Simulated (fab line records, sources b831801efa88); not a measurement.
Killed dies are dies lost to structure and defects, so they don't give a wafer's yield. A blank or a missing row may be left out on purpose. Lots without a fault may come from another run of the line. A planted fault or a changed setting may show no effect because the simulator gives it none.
Chamber matching | flow sky130 | SKY_VIA3_CMP_02 on cmp-02: 4 sister chambers
The step polishes SiO2. 8 wafers are shown with their chamber, then 8 later ones without.

WAFERS WITH THEIR CHAMBER
wafer  | chamber | motor_current_A (A)
L092.1 | 1       | 12.3
L092.4 | 0       | 9.4
L092.5 | 3       | 11.2
L092.6 | 2       | 10.8
L093.1 | 1       | 12.4
L093.2 | 3       | 11.5
L093.3 | 0       | 9.4
L093.4 | 2       | 10.8

WAFERS WITHOUT THEIR CHAMBER
wafer  | motor_current_A (A)
L093.5 | 11.3
L093.6 | 9.5
L095.1 | 11.4
L095.2 | 9.5
L095.3 | 12.8
L095.4 | 10.9
L095.5 | 9.4
L095.6 | 11.5

WHICH CHAMBER EACH WENT THROUGH
wafer  | from the rows above | in truth
L093.5 | 3                   | 3
L093.6 | 0                   | 0
L095.1 | 3                   | 3
L095.2 | 0                   | 0
L095.3 | 1                   | 1
L095.4 | 2                   | 2
L095.5 | 0                   | 0
L095.6 | 3                   | 3
Placed correctly: 8 of 8. Can't be placed from these rows: 0. Placed wrongly: 0.
How it was worked out, from the rows above alone: a wafer's distance from a chamber is the root of the sum, over the readings, of the square of ((its reading less the chamber's mean) divided by the reading's scatter). The wafer belongs to the nearest chamber; if the next one is less than 2 further off, it can't be placed. A chamber's mean is the mean of its shown wafers. The scatter: the root of (the sum of the squares of (reading less its chamber's mean) over the shown wafers, divided by (wafers less chambers)).
